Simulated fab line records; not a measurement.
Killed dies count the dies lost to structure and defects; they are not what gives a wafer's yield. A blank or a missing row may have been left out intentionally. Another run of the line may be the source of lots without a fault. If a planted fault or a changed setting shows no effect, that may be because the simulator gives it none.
The tool behind it: which one?    flow gf180mcu    14 lots with 42 wafers sampled at 3 steps, on a route of 602 steps

== WHAT THE GAUGES SHOWED, per wafer ==
GF_V5_BOW_MEAS_05.
lot   measured      on             V5_BOW (um)
L590  day 26 06:58  film metro-04  125 132 132
L591  day 26 14:29  film metro-03  133 127 143
L592  day 26 20:55  film metro-04  131 121 117
L594  day 27 13:48  film metro-04  120 134 129
L595  day 28 00:03  film metro-04  137 124 129
L596  day 28 10:31  film metro-04  145 138 131
L602  day 30 01:20  film metro-03  132 133 134
L603  day 30 08:16  film metro-04  150 152 135
L604  day 30 23:14  film metro-04  145 134 133
L605  day 31 01:02  film metro-03  121 124 133
L608  day 32 00:22  film metro-03  149 130 148
L609  day 32 08:55  film metro-02  123 133 121
L610  day 32 10:58  film metro-03  147 151 160
L611  day 32 14:34  film metro-04  110 114 127

GF_V5_CD_MEAS_14 targets a cd of 260 nm.
lot   measured      on         cd nm (nm)
L590  day 27 03:58  cd sem-01  261.4 260.9 261.8
L591  day 27 10:59  cd sem-02  258.1 259.1 259.4
L592  day 27 17:08  cd sem-02  259.9 261.0 260.0
L594  day 28 08:29  cd sem-02  259.6 260.7 261.5
L595  day 28 19:54  cd sem-01  259.9 261.0 260.3
L596  day 29 05:37  cd sem-02  261.2 261.2 260.6
L602  day 30 19:17  cd sem-01  260.7 261.9 260.3
L603  day 31 02:28  cd sem-01  258.4 258.5 258.7
L604  day 31 16:23  cd sem-02  260.7 262.4 261.4
L605  day 31 18:02  cd sem-02  259.4 258.7 261.0
L608  day 32 16:28  cd sem-02  261.7 262.2 261.8
L609  day 33 01:11  cd sem-02  257.0 256.9 257.0
L610  day 33 03:07  cd sem-01  260.0 260.0 260.0
L611  day 33 05:58  cd sem-02  261.0 261.6 259.4

== EACH LOT AND THE TOOL THAT RAN IT (in order: tool; ch and the chambers of the sampled wafers; start) ==
lot   GF_M5_ETCH_09
L590  rie diel-01 ch 1,2, day 26 05:40
L591  rie diel-01 ch 1,2,3, day 26 13:13
L592  rie diel-01 ch 1,3, day 26 19:31
L594  rie diel-04 ch 0,1,2, day 27 12:10
L595  rie diel-01 ch 0,3, day 27 22:37
L596  rie diel-03 ch 0,2,3, day 28 09:04
L602  rie diel-04 ch 0,3, day 29 23:59
L603  rie diel-04 ch 0,1,2, day 30 07:01
L604  rie diel-03 ch 0,2, day 30 21:49
L605  rie diel-04 ch 0,2,3, day 30 23:43
L608  rie diel-04 ch 1,3, day 31 22:52
L609  rie diel-03 ch 0,2,3, day 32 07:37
L610  rie diel-03 ch 1,2,3, day 32 09:43
L611  rie diel-03 ch 0,1,2, day 32 13:19
- GF_M5_ETCH_09: etches Si3N4 in CF4/O2, target depth 52 nm, time 11.6 s.

== WHAT THE TOOLS THEMSELVES READ (means of the sampled wafers that have a number; where no wafer has one, the mark that the record gives instead) ==
GF_M5_ETCH_09.
lot   tool         O2_flow_sccm (sccm)  drypump motor current A (A)  oes product au (a.u.)  rf fwd power W (W)  throttle valve pct (%)
L590  rie diel-01  9.98                 5.8                          0.972                  786                 5.966
L591  rie diel-01  10.01                6.0                          0.988                  783                 5.977
L592  rie diel-01  10.00                6.0                          0.988                  784                 5.966
L594  rie diel-04  9.98                 5.9                          0.989                  787                 5.973
L595  rie diel-01  10.02                5.9                          1.004                  784                 5.969
L596  rie diel-03  10.00                6.4                          0.999                  787                 5.977
L602  rie diel-04  9.97                 6.4                          0.983                  788                 5.964
L603  rie diel-04  9.96                 5.9                          0.991                  785                 5.964
L604  rie diel-03  9.99                 6.4                          0.993                  780                 5.974
L605  rie diel-04  9.99                 6.1                          0.982                  783                 5.965
L608  rie diel-04  10.01                5.6                          0.992                  786                 5.970
L609  rie diel-03  9.99                 6.3                          0.998                  781                 5.971
L610  rie diel-03  10.02                6.1                          1.003                  787                 5.965
L611  rie diel-03  10.00                6.2                          0.998                  784                 5.968

== THE ANSWER, worked out from the rows above alone ==
Rule: usual is defined by the lots themselves. Put in order of their means at a reading, lots are off if they are a third of the lots or fewer, leave a main group of 4 or more, and stand apart from it by a gap of 3 or more times the standard deviation of the main group's means; of several such gaps the widest counts. A main group whose means are all the same, to the digits that the tables above print for the reading, isn't used. A lot without any number at a reading at which 4 lots or more have one is off too. The other lots that the step has rows for count as sound. First the gauges in route order, then the tools' own readings, where a lot's mean is used as printed above. The first step at which some lot is off is used, and at that step the reading that is off furthest; a lot without a number counts as furthest.
No lot is off on any of the readings shown, so nothing can be concluded from this.

== WHAT THE SIMULATOR PUT IN ==
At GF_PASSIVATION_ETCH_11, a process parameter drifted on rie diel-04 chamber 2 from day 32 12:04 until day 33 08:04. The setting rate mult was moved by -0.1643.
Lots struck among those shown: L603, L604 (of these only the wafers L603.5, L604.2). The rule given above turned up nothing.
